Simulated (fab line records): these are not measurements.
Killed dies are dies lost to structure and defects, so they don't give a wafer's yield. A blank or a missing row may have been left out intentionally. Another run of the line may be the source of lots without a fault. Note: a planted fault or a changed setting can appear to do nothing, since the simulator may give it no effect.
Code-filled problem report in 8D (eight disciplines) form	flow gf180mcu	the parts of the form that need people (team, actions taken, sign-off) are left out

== 1. THE PROBLEM ==
At GF_V3_SPUTTER_21, cathode_dc_power_W averages 2080.2 W over 6 wafers from 2 lots, while fault-free wafers read 2500.0 W, standard deviation 0.48. So: -99 or more standard deviations from the usual mean.
The step: material Ti, target thk 15 nm, time 80.02 s.
First seen on wafer L300.2, day 23 15:10, on pvd_sputter-04. At this step, 39 wafers from 13 lots have a number in the record. Rule for "out", or "out of limits": more than 4 standard deviations from the usual mean. The rest of the wafers with a number are treated as sound.

== 2. WHAT IT IS AND WHAT IT IS NOT ==
question	is	is not
which readings at this step	cathode_dc_power_W	throttle_valve_pct
which lots	L300, L302	L297, L299, L309, L310, L311, L312, L314, L315, L316, L317, L319
which wafers of those lots	all that have a number	-
read on which tools	pvd_sputter-04	pvd_sputter-02, pvd_sputter-03
when	from day 23 15:10	up to then (6 sound wafers); but 27 sound wafers of L309, L310, L311, L312, L314, L315, L316, L317, L319 came after

== 3. SUSPECTS, AND WHAT RULES EACH OUT ==
Counting: a tool at a process step up to the reading stays a suspect if it ran every lot that is out and no sound lot after the first of them.
- pvd_sputter-04 at GF_V3_SPUTTER_21 (material Ti, target thk 15 nm, time 80.02 s): ruled out as a lasting fault. The sound lots L314, L315, L316 went through it after L300, its earliest lot that is out (day 23 15:10).
Left after counting: nothing in the record.

== 4. THE CAUSE (what the simulator had put in) ==
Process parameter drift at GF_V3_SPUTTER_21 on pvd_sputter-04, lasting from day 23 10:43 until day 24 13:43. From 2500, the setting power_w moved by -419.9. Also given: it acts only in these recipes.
Counting ruled it out, wrongly.

== 5. SEQUENCE OF EFFECTS, ordered by route ==
Each row: a reading whose mean over the struck wafers that have a number lies more than 3 standard deviations from the usual. Scope: only readings with a usual standard deviation given in the record; hours: median across lots of the time from each lot's start at the first step in this table that gives one to its start at this step; sigmas: change in usual standard deviations.
hours	step	reading	usual	on struck wafers	change	sigmas
0	GF_V3_SPUTTER_21	cathode_dc_power_W	2500.0 W	2080.2	-419.8	-99 or more
Its process steps:
- GF_V3_SPUTTER_21: material Ti, target thk 15 nm, time 80.02 s.

== 6. WHAT WOULD HAVE CAUGHT IT SOONER ==
In this record the first reading out of limits was taken at day 23 15:10, 4 hours after the fault began at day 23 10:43.
